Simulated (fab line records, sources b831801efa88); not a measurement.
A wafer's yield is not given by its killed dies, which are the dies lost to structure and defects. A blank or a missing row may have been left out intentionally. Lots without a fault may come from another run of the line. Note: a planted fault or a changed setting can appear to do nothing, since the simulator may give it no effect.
fab line records + flow sky130
[record]
- lots = 11
- wafers = 32
- last-day = 51
route steps=708 shown NWELL@34 VT_ADJUST_PCH@145 SONOS_ONO@171
lots untouched by any fault: they come from a run of this same line in which no faults occurred
start-h: hours from the record's first day to the start of the lot's first wafer shown + wait-h: hours elapsed since this lot's preceding step + " repeats the value in the row above + L1.1+2: a single row standing in for several wafers + - either no value or no given start + * or withheld: withheld + < > ~ a bound
route shown NAME@n: a module of which the file shows steps, and the number in the route of the first + usual: mean and standard deviation over wafers with no fault + same: alike in all rows + chamber/n: place in a boat + sites: the reading at each site + _std_site: the standard deviation of these + _edge_site: inner sites' mean taken away from outer sites' mean + radius-mm: for every site, how far away it sits from the centre of the wafer + mask NAME#n: copy n + behind: the most recent tool/chamber to have shaped the wafer + hold: what put the lot on hold/how long, in hours/how the hold closed + device: whichever transistor did not switch (one of n, p or np) + end of line: at the end of the route, the tests of the same wafers + step lacking rows: just its recipe + killed: the dies lost at the first sort to structure and to defects; this is not the yield of the wafer + map: the dies of a wafer, with x for killed, . for not killed, _ for no die there
set.NAME: setting as actually run; set.NAME@STEP: the setting as run at that earlier step + model.NAME: the simulator's own value behind a step, which no gauge read
steps of the route over a sample of lots; a table a step, a row a wafer
services: from which hour (start-h, from the record's first day; less than 0 if before it) a tool's chamber was out of use, for how many hours, and why
[[steps]]
[step SKY_NWELL_THK_MEAS_02]
[recipe]
- reads = SiO2_of_NWELL_OXIDATION_01
[usual]
- NWELL_OXIDATION_THK = 10.05/0.21
| lot.wafer | tool          | chamber | start-h | wait-h | NWELL_OXIDATION_THK[nm] |
|-----------|---------------|---------|---------|--------|-------------------------|
| L771.2    | film-metro-04 | -       | 38.10   | 0.0    | 10.09                   |
| L771.5    | "             | -       | "       | "      | 10.02                   |
| L771.6    | "             | -       | "       | "      | 9.93                    |
| L772.1    | film-metro-04 | -       | 49.29   | 0.0    | 10.18                   |
| L772.3    | "             | -       | "       | "      | 10.32                   |
| L772.5    | "             | -       | "       | "      | 10.41                   |
| L774.3    | film-metro-02 | -       | 54.54   | 0.0    | 10.15                   |
| L774.5    | "             | -       | "       | "      | 9.92                    |
| L774.6    | "             | -       | "       | "      | 10.21                   |
| L775.1    | film-metro-01 | -       | 60.11   | 0.0    | 10.38                   |
| L775.4    | "             | -       | "       | "      | 10.38                   |
| L775.5    | "             | -       | "       | "      | 10.41                   |
| L776.1    | film-metro-01 | -       | 63.58   | 0.0    | 10.25                   |
| L776.2    | "             | -       | "       | "      | 10.16                   |
| L776.3    | "             | -       | "       | "      | 10.21                   |
| L777.1    | film-metro-01 | -       | 69.23   | 0.0    | 9.87                    |
| L777.3    | "             | -       | "       | "      | 9.95                    |
| L777.4    | "             | -       | "       | "      | 9.94                    |
| L778.1    | film-metro-01 | -       | 76.45   | 0.0    | 9.90                    |
| L778.2    | "             | -       | "       | "      | 9.77                    |
| L778.3    | "             | -       | "       | "      | 9.80                    |
| L783.3    | film-metro-01 | -       | 101.40  | 0.0    | 10.13                   |
| L783.5    | "             | -       | "       | "      | 10.11                   |
| L789.1    | film-metro-01 | -       | 130.82  | 0.0    | 9.99                    |
| L789.3    | "             | -       | "       | "      | 9.87                    |
| L789.5    | "             | -       | "       | "      | 9.92                    |
| L793.4    | film-metro-04 | -       | 155.36  | 0.0    | 9.87                    |
| L793.5    | "             | -       | "       | "      | 9.92                    |
| L793.6    | "             | -       | "       | "      | 9.89                    |
| L794.1    | film-metro-02 | -       | 160.38  | 0.0    | 9.98                    |
| L794.3    | "             | -       | "       | "      | 10.15                   |
| L794.5    | "             | -       | "       | "      | 10.19                   |
[step SKY_NWELL_STRIP_14]
[recipe]
- chemistry = O2/N2
- power-w = 1400
- pressure-mtorr = 1500
- platen-temp-c = withheld
- o2-flow-sccm = 3000
- n2-flow-sccm = 300
- overash-fraction = 0.5
[usual]
- drypump-motor-current-A = 5.7/0.42
- n2-flow-sccm = 300.1/0.88
- o2-flow-sccm = 2999/8
- oes-product-au = 0.722/0.0044
- strip-time-to-endpoint-s = 36.90/0.13
| lot.wafer | tool            | chamber | start-h | wait-h | drypump-motor-current-A | n2-flow-sccm | o2-flow-sccm | oes-product-au | rf-hours-counter-h | strip-time-to-endpoint-s |
|-----------|-----------------|---------|---------|--------|-------------------------|--------------|--------------|----------------|--------------------|--------------------------|
| L771.2    | plasma-asher-04 | 0       | 89.26   | 0.1    | 5.3                     | 299.6        | 3008         | 0.727          | 26                 | 37.03                    |
| L771.5    | "               | 0       | "       | "      | 5.2                     | 301.6        | 3006         | 0.723          | -                  | 36.99                    |
| L771.6    | "               | 1       | "       | "      | 6.1                     | 299.0        | 2989         | 0.723          | -                  | 36.94                    |
| L772.1    | plasma-asher-02 | 0       | 101.08  | 0.1    | 5.9                     | 300.7        | 3007         | 0.721          | 36                 | 36.87                    |
| L772.3    | "               | 1       | "       | "      | 6.1                     | 301.9        | 2996         | 0.723          | -                  | 37.00                    |
| L772.5    | "               | 0       | "       | "      | 5.9                     | 299.7        | 2988         | 0.720          | -                  | 36.86                    |
| L774.3    | plasma-asher-02 | 0       | 107.23  | 0.1    | 6.0                     | 300.4        | 3002         | 0.717          | -                  | 36.85                    |
| L774.5    | "               | 0       | "       | "      | 6.0                     | 300.4        | 2997         | 0.718          | -                  | 36.91                    |
| L774.6    | "               | 1       | "       | "      | 6.1                     | 299.3        | 3009         | 0.724          | -                  | 37.00                    |
| L775.1    | plasma-asher-01 | 1       | 114.30  | 0.1    | 5.1                     | 301.5        | 3006         | 0.714          | 45                 | 36.96                    |
| L775.4    | "               | 0       | "       | "      | 6.0                     | 300.8        | 2999         | 0.725          | -                  | 36.94                    |
| L775.5    | "               | 1       | "       | "      | 5.1                     | 301.8        | 3004         | 0.721          | -                  | 36.93                    |
| L776.1    | plasma-asher-01 | 0       | 117.68  | 0.1    | 6.0                     | 299.3        | 3004         | 0.725          | 46                 | 36.70                    |
| L776.2    | "               | 1       | "       | "      | 5.1                     | 300.4        | 3005         | 0.730          | 46                 | 36.83                    |
| L776.3    | "               | 1       | "       | "      | 5.1                     | 301.5        | 3002         | 0.728          | -                  | 36.89                    |
| L777.1    | plasma-asher-02 | 1       | 123.26  | 0.1    | 6.1                     | 300.0        | 2995         | 0.722          | 0                  | 37.05                    |
| L777.3    | "               | 0       | "       | "      | 6.0                     | 300.2        | 3008         | 0.728          | -                  | 37.02                    |
| L777.4    | "               | 1       | "       | "      | 6.1                     | 299.7        | 2994         | 0.722          | -                  | 37.16                    |
| L778.1    | plasma-asher-01 | 0       | 132.76  | 0.1    | 6.0                     | 300.9        | 3010         | 0.710          | 48                 | 36.93                    |
| L778.2    | "               | 1       | "       | "      | 5.2                     | 300.9        | 2998         | 0.717          | 48                 | 37.06                    |
| L778.3    | "               | 1       | "       | "      | 5.2                     | 301.3        | 3012         | 0.720          | -                  | 37.03                    |
| L783.3    | plasma-asher-01 | 1       | 160.01  | 0.1    | 5.1                     | 299.2        | 3001         | 0.724          | -                  | 36.76                    |
| L783.5    | "               | 1       | "       | "      | 5.1                     | 298.8        | 3007         | 0.720          | -                  | 36.84                    |
| L789.1    | plasma-asher-04 | 0       | 193.66  | 0.1    | 5.3                     | 298.6        | 2997         | 0.724          | 36                 | 36.89                    |
| L789.3    | "               | 1       | "       | "      | 6.1                     | 299.8        | 3006         | 0.722          | -                  | 36.90                    |
| L789.5    | "               | 0       | "       | "      | 5.3                     | 298.4        | 3014         | 0.726          | -                  | 37.03                    |
| L793.4    | plasma-asher-01 | 0       | 219.98  | 0.1    | 6.0                     | 300.4        | 3006         | 0.726          | -                  | 36.79                    |
| L793.5    | "               | 1       | "       | "      | 5.1                     | 299.5        | 3002         | 0.726          | -                  | 36.68                    |
| L793.6    | "               | 0       | "       | "      | 6.0                     | 299.8        | 2983         | 0.719          | -                  | 36.71                    |
| L794.1    | plasma-asher-01 | 0       | 225.60  | 0.1    | 6.0                     | 300.5        | 2993         | 0.724          | 57                 | 36.90                    |
| L794.3    | "               | 0       | "       | "      | 6.0                     | 300.0        | 3002         | 0.722          | -                  | 37.02                    |
| L794.5    | "               | 0       | "       | "      | 6.0                     | 300.5        | 2991         | 0.722          | -                  | 37.06                    |
[step SKY_VT_ADJUST_PCH_COAT_02]
[recipe]
- spin-rpm = 2000
- resist-thk-nm = 3000
[usual]
- dispense-pressure-kPa = 50.6/2.8
| lot.wafer | tool           | chamber | start-h | wait-h | dispense-pressure-kPa |
|-----------|----------------|---------|---------|--------|-----------------------|
| L771.2    | litho-track-03 | 0       | 224.17  | 0.1    | 48.9                  |
| L771.5    | "              | 0       | "       | "      | 48.9                  |
| L771.6    | "              | 0       | "       | "      | 48.9                  |
| L772.1    | litho-track-03 | 0       | 237.64  | 0.1    | 48.9                  |
| L772.3    | "              | 0       | "       | "      | 48.9                  |
| L772.5    | "              | 0       | "       | "      | 48.9                  |
| L774.3    | litho-track-02 | 0       | 247.81  | 0.1    | 55.6                  |
| L774.5    | "              | 0       | "       | "      | 55.5                  |
| L774.6    | "              | 0       | "       | "      | 55.6                  |
| L775.1    | litho-track-01 | 0       | 254.56  | 0.1    | 49.0                  |
| L775.4    | "              | 0       | "       | "      | 48.9                  |
| L775.5    | "              | 0       | "       | "      | 49.0                  |
| L776.1    | litho-track-03 | 0       | 261.49  | 0.1    | 48.9                  |
| L776.2    | "              | 0       | "       | "      | 49.0                  |
| L776.3    | "              | 0       | "       | "      | 49.0                  |
| L777.1    | litho-track-03 | 0       | 266.24  | 0.1    | 48.9                  |
| L777.3    | "              | 0       | "       | "      | 48.9                  |
| L777.4    | "              | 0       | "       | "      | 48.9                  |
| L778.1    | litho-track-02 | 0       | 277.01  | 0.1    | 55.5                  |
| L778.2    | "              | 0       | "       | "      | 55.5                  |
| L778.3    | "              | 0       | "       | "      | 55.5                  |
| L783.3    | litho-track-03 | 0       | 313.04  | 0.1    | 48.9                  |
| L783.5    | "              | 0       | "       | "      | 49.0                  |
| L789.1    | litho-track-02 | 0       | 354.71  | 0.1    | 55.5                  |
| L789.3    | "              | 0       | "       | "      | 55.6                  |
| L789.5    | "              | 0       | "       | "      | 55.5                  |
| L793.4    | litho-track-01 | 0       | 388.09  | 0.1    | 49.1                  |
| L793.5    | "              | 0       | "       | "      | 49.0                  |
| L793.6    | "              | 0       | "       | "      | 49.1                  |
| L794.1    | litho-track-02 | 0       | 396.76  | 0.1    | 55.5                  |
| L794.3    | "              | 0       | "       | "      | 55.6                  |
| L794.5    | "              | 0       | "       | "      | 55.6                  |
[step SKY_VT_ADJUST_PCH_STRIP_09]
[recipe]
- chemistry = O2/N2
- power-w = 1400
- pressure-mtorr = 1500
- platen-temp-c = withheld
- o2-flow-sccm = 3000
- n2-flow-sccm = 300
- overash-fraction = 0.5
[usual]
- drypump-motor-current-A = 5.5/0.38
- n2-flow-sccm = 299.9/0.96
- o2-flow-sccm = 3000/8.8
- oes-product-au = 0.722/0.0042
- strip-time-to-endpoint-s = 36.90/0.12
| lot.wafer | tool            | chamber | start-h | wait-h | drypump-motor-current-A | n2-flow-sccm | o2-flow-sccm | oes-product-au | rf-hours-counter-h | strip-time-to-endpoint-s |
|-----------|-----------------|---------|---------|--------|-------------------------|--------------|--------------|----------------|--------------------|--------------------------|
| L771.2    | plasma-asher-03 | 1       | 236.20  | 0.1    | 5.2                     | 299.4        | 3000         | 0.716          | 55                 | 37.07                    |
| L771.5    | "               | 1       | "       | "      | 5.2                     | 299.7        | 2991         | 0.719          | -                  | 37.08                    |
| L771.6    | "               | 0       | "       | "      | 5.4                     | 300.2        | 2990         | 0.731          | -                  | 37.21                    |
| L772.1    | plasma-asher-01 | 1       | 249.88  | 0.1    | 5.1                     | 300.9        | 2995         | 0.726          | 59                 | 36.83                    |
| L772.3    | "               | 1       | "       | "      | 5.1                     | 299.4        | 2989         | 0.722          | -                  | 36.96                    |
| L772.5    | "               | 0       | "       | "      | 6.0                     | 299.2        | 2993         | 0.725          | -                  | 36.86                    |
| L774.3    | plasma-asher-01 | 0       | 259.93  | 0.1    | 5.9                     | 300.7        | 2988         | 0.728          | -                  | 36.81                    |
| L774.5    | "               | 1       | "       | "      | 5.1                     | 300.8        | 3003         | 0.717          | -                  | 36.90                    |
| L774.6    | "               | 0       | "       | "      | 5.9                     | 299.9        | 2995         | 0.719          | -                  | 36.75                    |
| L775.1    | plasma-asher-04 | 1       | 267.13  | 0.1    | 6.1                     | 300.6        | 2991         | 0.724          | 43                 | 36.91                    |
| L775.4    | "               | 0       | "       | "      | 5.3                     | 296.8        | 2998         | 0.722          | -                  | 36.86                    |
| L775.5    | "               | 0       | "       | "      | 5.2                     | 296.9        | 2992         | 0.726          | -                  | 36.92                    |
| L776.1    | plasma-asher-03 | 1       | 273.65  | 0.1    | 5.2                     | 299.4        | 3008         | 0.724          | 58                 | 36.90                    |
| L776.2    | "               | 0       | "       | "      | 5.4                     | 300.0        | 2995         | 0.728          | 58                 | 36.89                    |
| L776.3    | "               | 1       | "       | "      | 5.2                     | 300.2        | 3020         | 0.723          | -                  | 36.94                    |
| L777.1    | plasma-asher-03 | 1       | 278.28  | 0.1    | 5.2                     | 301.9        | 2984         | 0.721          | 59                 | 36.85                    |
| L777.3    | "               | 1       | "       | "      | 5.2                     | 299.7        | 2995         | 0.721          | -                  | 36.89                    |
| L777.4    | "               | 0       | "       | "      | 5.4                     | 300.2        | 2994         | 0.723          | -                  | 37.02                    |
| L778.1    | plasma-asher-03 | 1       | 290.84  | 0.1    | 5.2                     | 298.9        | 3013         | 0.725          | 60                 | 36.96                    |
| L778.2    | "               | 0       | "       | "      | 5.4                     | 299.8        | 2986         | 0.722          | 60                 | 36.98                    |
| L778.3    | "               | 1       | "       | "      | 5.2                     | 299.5        | 3002         | 0.720          | -                  | 36.87                    |
| L783.3    | plasma-asher-04 | 0       | 326.48  | 0.1    | 5.3                     | 300.5        | 3001         | 0.714          | -                  | 35.70                    |
| L783.5    | "               | 1       | "       | "      | 6.1                     | 300.3        | 2986         | 0.733          | -                  | 36.86                    |
| L789.1    | plasma-asher-04 | 1       | 369.63  | 0.1    | 6.1                     | 298.8        | 3002         | 0.725          | 52                 | 37.10                    |
| L789.3    | "               | 1       | "       | "      | 6.1                     | 299.5        | 3000         | 0.719          | -                  | 37.11                    |
| L789.5    | "               | 1       | "       | "      | 6.1                     | 299.5        | 3027         | 0.724          | -                  | 37.07                    |
| L793.4    | plasma-asher-03 | 1       | 403.53  | 0.1    | 5.2                     | 299.8        | 3002         | 0.721          | -                  | 36.79                    |
| L793.5    | "               | 0       | "       | "      | 5.4                     | 299.7        | 2989         | 0.727          | -                  | 36.90                    |
| L793.6    | "               | 1       | "       | "      | 5.2                     | 299.4        | 2983         | 0.727          | -                  | 36.84                    |
| L794.1    | plasma-asher-03 | 0       | 411.75  | 0.1    | 5.4                     | 301.1        | 2988         | 0.725          | 71                 | 36.69                    |
| L794.3    | "               | 0       | "       | "      | 5.4                     | 299.8        | 3003         | 0.722          | -                  | 36.70                    |
| L794.5    | "               | 0       | "       | "      | 5.4                     | 299.6        | 2987         | 0.714          | -                  | 36.72                    |
[step SKY_SONOS_ONO_THK_MEAS_03]
[recipe]
- reads = Si3N4_of_SONOS_ONO_CVD_02
[usual]
- SONOS_ONO_CVD_02_THK = 10.49/0.14
| lot.wafer | tool          | chamber | start-h | wait-h | SONOS_ONO_CVD_02_THK[nm] |
|-----------|---------------|---------|---------|--------|--------------------------|
| L771.2    | film-metro-04 | -       | 269.28  | 0.0    | 10.30                    |
| L771.5    | "             | -       | "       | "      | 10.36                    |
| L771.6    | "             | -       | "       | "      | 10.30                    |
| L772.1    | film-metro-03 | -       | 279.02  | 0.0    | 10.46                    |
| L772.3    | "             | -       | "       | "      | 10.38                    |
| L772.5    | "             | -       | "       | "      | 10.37                    |
| L774.3    | film-metro-03 | -       | 289.68  | 0.0    | 10.50                    |
| L774.5    | "             | -       | "       | "      | 10.37                    |
| L774.6    | "             | -       | "       | "      | 10.41                    |
| L775.1    | film-metro-04 | -       | 297.00  | 0.0    | 10.39                    |
| L775.4    | "             | -       | "       | "      | 10.44                    |
| L775.5    | "             | -       | "       | "      | 10.43                    |
| L776.1    | film-metro-02 | -       | 303.85  | 0.0    | 10.70                    |
| L776.2    | "             | -       | "       | "      | 10.75                    |
| L776.3    | "             | -       | "       | "      | 10.72                    |
| L777.1    | film-metro-04 | -       | 309.91  | 0.0    | 10.31                    |
| L777.3    | "             | -       | "       | "      | 10.36                    |
| L777.4    | "             | -       | "       | "      | 10.47                    |
| L778.1    | film-metro-03 | -       | 321.37  | 0.0    | 10.56                    |
| L778.2    | "             | -       | "       | "      | 10.53                    |
| L778.3    | "             | -       | "       | "      | 10.51                    |
| L783.3    | film-metro-04 | -       | 358.59  | 0.0    | 10.78                    |
| L783.5    | "             | -       | "       | "      | 10.72                    |
| L789.1    | film-metro-03 | -       | 401.47  | 0.0    | 10.29                    |
| L789.3    | "             | -       | "       | "      | 10.54                    |
| L789.5    | "             | -       | "       | "      | 10.40                    |
| L793.4    | film-metro-02 | -       | 438.73  | 0.0    | 10.25                    |
| L793.5    | "             | -       | "       | "      | 10.23                    |
| L793.6    | "             | -       | "       | "      | 10.39                    |
| L794.1    | film-metro-02 | -       | 446.31  | 0.0    | 10.17                    |
| L794.3    | "             | -       | "       | "      | 10.25                    |
| L794.5    | "             | -       | "       | "      | 10.31                    |
[[services]]
| tool            | chamber | start-h | hours | kind       |
|-----------------|---------|---------|-------|------------|
| plasma-asher-04 | -       | 67.40   | 2.8   | pm         |
| plasma-asher-03 | -       | 71.95   | 1.6   | repair     |
| plasma-asher-02 | -       | 108.75  | 9.0   | pm         |
| plasma-asher-02 | 0       | 108.75  | 9.0   | vent-cycle |
| plasma-asher-02 | 1       | 108.75  | 9.0   | vent-cycle |
| plasma-asher-02 | 0       | 117.75  | -     | clean      |
| plasma-asher-02 | 1       | 117.75  | -     | clean      |
| plasma-asher-04 | -       | 133.93  | 1.1   | repair     |
| plasma-asher-03 | -       | 259.87  | 3.2   | repair     |
| plasma-asher-04 | -       | 286.27  | 1.5   | repair     |
| plasma-asher-03 | -       | 310.19  | 1.2   | repair     |
| plasma-asher-03 | -       | 330.88  | 0.3   | repair     |
| plasma-asher-04 | -       | 356.70  | 1.1   | repair     |
| plasma-asher-01 | -       | 381.87  | 4.3   | pm         |
| plasma-asher-03 | -       | 386.45  | 11.9  | repair     |
| plasma-asher-03 | -       | 391.56  | 7.6   | repair     |
| plasma-asher-01 | -       | 395.95  | 2.1   | repair     |
[[key]]
[first-sign]
- step = SKY_VT_ADJUST_PCH_STRIP_09
- reading = strip-time-to-endpoint-s
- direction = down
- sigmas = 9.8
- usual = *
- struck = *
effect none on later readings
met-at SKY_VT_ADJUST_PCH_COAT_02
struck-lots L783
struck-wafers L783.3
tester-left-out L783
not-acting-at SKY_NWELL_THK_MEAS_02,SKY_NWELL_STRIP_14,SKY_SONOS_ONO_THK_MEAS_03
onset-between 266.24 313.04
[fault]
- kind = process-parameter-drift
- tool = litho-track-03
- chamber = -
- onset-h = 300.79
- steps = SKY_VT_ADJUST_PCH_COAT_02
- channel = resist-thk-nm
- offset = -100.5
- shape = step
- end-h = 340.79
- scope = struck-wafers-only
- acts-in = these-recipes-only
- stated = 3000
// tester-left-out: of these lots the tester's yield and bins aren't shown, on N5 and GAA mostly nor the transistor test; their killed dies are dies lost to structure and defects alone, not to doping, threshold or leakage, so they don't give the yield
